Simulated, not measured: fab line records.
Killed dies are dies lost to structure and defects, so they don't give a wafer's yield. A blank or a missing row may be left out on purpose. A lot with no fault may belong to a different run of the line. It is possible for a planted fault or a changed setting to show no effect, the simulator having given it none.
Matching of chambers | flow gf180mcu | rie diel-02 running GF_V2_ETCH_16: 4 sister chambers
The step etches BARC in N2/H2. 8 wafers are shown with their chamber, then 9 later ones without.

WAFERS PAIRED WITH THEIR CHAMBERS
wafer  | chamber | drypump motor current A (A) | rf fwd power W (W)
L081.1 | 3       | 6.1                         | 497.0
L083.5 | 2       | 5.8                         | 498.6
L086.2 | 1       | 6.7                         | 493.0
L086.4 | 0       | 5.8                         | 496.2
L086.5 | 0       | 5.7                         | 495.8
L090.1 | 2       | 5.8                         | 496.7
L090.2 | 1       | 6.7                         | 493.8
L090.4 | 3       | 6.1                         | 493.7

WAFERS WITH NO CHAMBER GIVEN
wafer  | drypump motor current A (A) | rf fwd power W (W)
L091.1 | 5.8                         | 496.2
L091.5 | 6.7                         | 492.6
L091.6 | 5.7                         | 496.5
L092.2 | 5.7                         | 497.2
L092.4 | 6.6                         | 493.4
L092.5 | 5.7                         | 497.4
L094.2 | 6.7                         | 490.9
L094.3 | 5.8                         | 497.9
L094.4 | 5.8                         | 496.6

THE CHAMBER EACH PASSED THROUGH
wafer  | from the rows above     | in truth
L091.1 | can't be placed: 2 or 0 | 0
L091.5 | 1                       | 1
L091.6 | can't be placed: 0 or 2 | 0
L092.2 | can't be placed: 0 or 2 | 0
L092.4 | 1                       | 1
L092.5 | can't be placed: 0 or 2 | 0
L094.2 | 1                       | 1
L094.3 | can't be placed: 2 or 0 | 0
L094.4 | can't be placed: 2 or 0 | 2
3 of 9 placed correctly. These rows do not allow placing 6 (true chamber among the candidates in 6). 0 placed wrongly.
How it was worked out, from the rows above alone: a wafer's distance from a chamber is the root of the sum, over the readings, of the square of ((its reading less the chamber's mean) divided by the reading's scatter). If the next closest chamber is less than 2 further off than the closest, the wafer can't be placed; otherwise it belongs to the closest. A chamber's mean is the mean of its shown wafers. The scatter is the square root of a quotient: the sum, over the shown wafers, of each reading's squared deviation from its chamber's mean, divided by wafers minus chambers.
